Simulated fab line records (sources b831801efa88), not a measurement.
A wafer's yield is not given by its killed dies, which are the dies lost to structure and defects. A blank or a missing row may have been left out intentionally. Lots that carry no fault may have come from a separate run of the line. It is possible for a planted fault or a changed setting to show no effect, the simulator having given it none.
Chamber matching :: flow gf180mcu :: 3 sister chambers for GF_V5_CVD_02 on pecvd-03
The step deposits SiO2 from TEOS, target thk 1450 nm, time 163.28 s. 6 wafers are shown with their chamber, then 7 later ones without.

== WAFERS PAIRED WITH THEIR CHAMBERS ==
wafer: L080.3
chamber: 2
heater_power_w (W): 657

wafer: L081.4
chamber: 0
heater_power_w (W): 822

wafer: L082.3
chamber: 2
heater_power_w (W): 637

wafer: L082.4
chamber: 1
heater_power_w (W): 919

wafer: L087.1
chamber: 0
heater_power_w (W): 735

wafer: L087.2
chamber: 1
heater_power_w (W): 845

== WAFERS WHOSE CHAMBER IS MISSING ==
wafer: L087.6
heater_power_w (W): 753

wafer: L094.2
heater_power_w (W): 747

wafer: L094.4
heater_power_w (W): 767

wafer: L094.6
heater_power_w (W): 673

wafer: L096.1
heater_power_w (W): 710

wafer: L096.3
heater_power_w (W): 727

wafer: L096.6
heater_power_w (W): 800

== WHICH CHAMBER EACH WENT THROUGH ==
wafer: L087.6
from the rows above: can't be placed: 0 or 2
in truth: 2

wafer: L094.2
from the rows above: can't be placed: 0 or 2
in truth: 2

wafer: L094.4
from the rows above: 0
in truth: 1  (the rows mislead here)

wafer: L094.6
from the rows above: can't be placed: 2 or 0
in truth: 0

wafer: L096.1
from the rows above: can't be placed: 2 or 0
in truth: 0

wafer: L096.3
from the rows above: can't be placed: 0 or 2
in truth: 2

wafer: L096.6
from the rows above: can't be placed: 0 or 1
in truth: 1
Placed correctly: 0 of 7. Unplaceable from these rows: 6, with the true chamber sitting among the candidates in 6. Number placed wrongly: 1.
How it was worked out, from the rows above alone: a wafer's distance from a chamber is the root of the sum, over the readings, of the square of ((its reading less the chamber's mean) divided by the reading's scatter). If the next closest chamber is less than 2 further off than the closest, the wafer can't be placed; otherwise it belongs to the closest. A chamber's mean is the mean of its shown wafers. The scatter: take each reading less its chamber's mean, square it, sum over the shown wafers, divide by the number of wafers less the number of chambers, and take the root.
